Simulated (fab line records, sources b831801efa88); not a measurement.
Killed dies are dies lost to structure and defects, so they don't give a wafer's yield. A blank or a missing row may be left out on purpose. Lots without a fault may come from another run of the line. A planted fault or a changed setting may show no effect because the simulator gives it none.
Which tool did it? | flow gf180mcu | 6 lots, 18 wafers sampled, at 2 steps of a route of 602

WHAT THE GAUGES READ, wafer by wafer
GF_STI_THK_MEAS_04.
lot  | measured    | on            | STI_CVD_03_THK (nm)
L573 | day 2 04:34 | film_metro-02 | 206.8 207.4 208.8
L575 | day 2 14:34 | film_metro-03 | 208.5 208.3 206.9
L578 | day 3 05:34 | film_metro-03 | 206.0 206.2 206.8
L580 | day 3 17:17 | film_metro-04 | 203.0 203.2 201.7
L587 | day 5 07:27 | film_metro-04 | 213.3 212.0 213.0
L591 | day 6 05:00 | film_metro-02 | 203.8 205.7 205.5

WHICH TOOL RAN EACH LOT (tool, then ch and the chambers of the sampled wafers, then the start)
lot  | GF_STI_CVD_03
L573 | lpcvd-01 ch 0, day 2 02:34
L575 | lpcvd-02 ch 1, day 2 12:34
L578 | lpcvd-02 ch 0, day 3 03:34
L580 | lpcvd-02 ch 0, day 3 15:17
L587 | lpcvd-01 ch 0, day 5 05:28
L591 | lpcvd-02 ch 0, day 6 02:59
- GF_STI_CVD_03: deposits Si3N4 from DCS/NH3, target thk 207.16 nm, time 3551 s.

THE ANSWER, worked out from the rows above alone
Rule: what is usual is taken from the lots themselves. Put in order of their means at a reading, lots are off if they are a third of the lots or fewer, leave a main group of 4 or more, and stand apart from it by a gap of 3 or more times the standard deviation of the main group's means; of several such gaps the widest counts. A main group whose means are all the same, to the digits that the tables above print for the reading, isn't used. A lot without any number at a reading at which 4 lots or more have one is off too. The other lots that the step has rows for count as sound.
No lot is off at any reading shown: from this, nothing can be told.

WHAT THE SIMULATOR HAD PUT IN
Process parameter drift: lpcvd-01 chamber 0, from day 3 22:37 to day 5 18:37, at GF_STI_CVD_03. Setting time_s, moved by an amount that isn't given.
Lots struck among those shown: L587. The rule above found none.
